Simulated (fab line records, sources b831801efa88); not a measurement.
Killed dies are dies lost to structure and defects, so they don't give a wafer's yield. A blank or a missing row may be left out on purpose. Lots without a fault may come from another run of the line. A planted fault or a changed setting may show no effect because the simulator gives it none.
A struck lot beside a sound one | flow gf180mcu | 27 steps out of a route of 602
Sound: wafers L705.1, L705.2, L705.6. Struck: wafers L716.1, L716.4, L716.6. The cause comes at the end.
At each step with rows: each side's tool, then ch and its chambers, then its first start. Under that, the readings that differ: sound wafers | struck wafers | difference of the means | sigmas: that difference in standard deviations of wafers without a fault.
alike: readings whose means differ by less than 2 such deviations, and words and numbers that are the same on both sides. not compared: withheld readings, readings that some wafer has no value for, bounds like >300 that may hide the same value, and numbers for which the record gives no deviation and whose values overlap.
The two part at a step that has a row with sigmas, a row that says differs or no value, or rows on one side only. Numbers that don't overlap but have no deviation are shown without sigmas and don't part them. A reading that every wafer of one side lacks parts them only if that side has two wafers or more.

first, 1 step without rows for these wafers: GF_MVPSD_IMPLANT_09.
GF_MVPSD_STRIP_10: strips in O2/N2.
  sound on plasma_asher-02 ch 0,1, day 5 02:24; struck on plasma_asher-02 ch 0, day 7 19:13
  alike: chamber_pressure_mTorr, drypump_motor_current_A, heater_power_w, oes_product_au, strip_time_to_endpoint_s
  not compared: rf_hours_counter_h
GF_MVPSD_TW_MEAS_11:
  sound on film_metro-04, day 5 02:30; struck on film_metro-04, day 7 19:22
  alike: MVPSD_TW
then, 7 steps without rows for these wafers: GF_VT_IMPLANT_DEHYDRATE_00 (time 60 s); GF_VT_IMPLANT_HMDS_01 (prime time 60 s); GF_VT_IMPLANT_COAT_02 (resist thk 1000 nm); GF_VT_IMPLANT_SOFTBAKE_03 (time 60 s); GF_VT_IMPLANT_EXPOSE_04 (exposes mask LVPWELL LV AREA, target cd 600 nm); GF_VT_IMPLANT_PEB_05; GF_VT_IMPLANT_DEVELOP_06 (develop time 60 s).
GF_VT_IMPLANT_OVL_MEAS_07:
  sound on overlay-01, day 5 16:56; struck on overlay-01, day 8 11:07
  alike: VT_IMPLANT_OVL
then, 1 step without rows for these wafers: GF_VT_IMPLANT_IMPLANT_08.
GF_VT_IMPLANT_STRIP_09: strips in O2/N2.
  sound on plasma_asher-01 ch 0,1, day 5 17:07; struck on plasma_asher-04 ch 1, day 8 11:18
  no value came back on the struck wafers for any of 5 readings (chamber_pressure_mTorr (mTorr), drypump_motor_current_A (A) and others); on the sound wafers chamber_pressure_mTorr (mTorr) reads 1502.1 1499.3 1500.1
  reading                                         | sound | struck         | difference | sigmas
  model.NOVOLAK_of_VT_IMPLANT_COAT_02.thk_nm (nm) | 0 0 0 | 1001 1004 1003 | +1003      |
  not compared: rf_hours_counter_h
GF_VT_IMPLANT_TW_MEAS_10:
  sound on film_metro-04, day 5 17:13; struck on film_metro-01, day 8 11:24
  alike: VT_IMPLANT_TW
then, 7 steps without rows for these wafers: GF_VT_IMPLANT_DEHYDRATE_11 (time 60 s); GF_VT_IMPLANT_HMDS_12 (prime time 60 s); GF_VT_IMPLANT_COAT_13 (resist thk 1000 nm); GF_VT_IMPLANT_SOFTBAKE_14 (time 60 s); GF_VT_IMPLANT_EXPOSE_15 (exposes mask Nwell LV AREA, target cd 860 nm); GF_VT_IMPLANT_PEB_16; GF_VT_IMPLANT_DEVELOP_17 (develop time 60 s).
GF_VT_IMPLANT_OVL_MEAS_18:
  sound on overlay-01, day 6 08:02; struck on overlay-01, day 9 03:52
  alike: VT_IMPLANT_01_OVL
then, 1 step without rows for these wafers: GF_VT_IMPLANT_IMPLANT_19.
GF_VT_IMPLANT_STRIP_20: strips in O2/N2.
  sound on plasma_asher-04 ch 0,1, day 6 08:13; struck on plasma_asher-02 ch 0,1, day 9 04:03
  reading                      | sound             | struck            | difference | sigmas
  strip_time_to_endpoint_s (s) | 12.58 12.58 12.65 | 27.64 27.70 27.67 | +15.07     | +99 or more
  alike: chamber_pressure_mTorr, drypump_motor_current_A, heater_power_w, oes_product_au
  not compared: rf_hours_counter_h
GF_VT_IMPLANT_TW_MEAS_21:
  sound on film_metro-04, day 6 08:19; struck on film_metro-01, day 9 04:09
  reading         | sound          | struck   | difference | sigmas
  VT_IMPLANT_2_TW | 1235 1235 1226 | 30 30 30 | -1202      | -99 or more
then, 1 step without rows for these wafers: GF_VT_IMPLANT_DEHYDRATE_22 (time 60 s).
-- the record jumps here: 23 days lie between the struck wafers' starts before and after (it left off in module VT_IMPLANT and takes up again in module PASSIVATION, whose first step shown is number 602 of the route) --
GF_PASSIVATION_PROBE_99:
  the record has rows for the struck wafers here (prober-01, day 32 10:17) and none for the sound ones

WHERE THEY PART
First at GF_VT_IMPLANT_STRIP_09; last, within this record, at GF_PASSIVATION_PROBE_99.

WHY: what the simulator had put in
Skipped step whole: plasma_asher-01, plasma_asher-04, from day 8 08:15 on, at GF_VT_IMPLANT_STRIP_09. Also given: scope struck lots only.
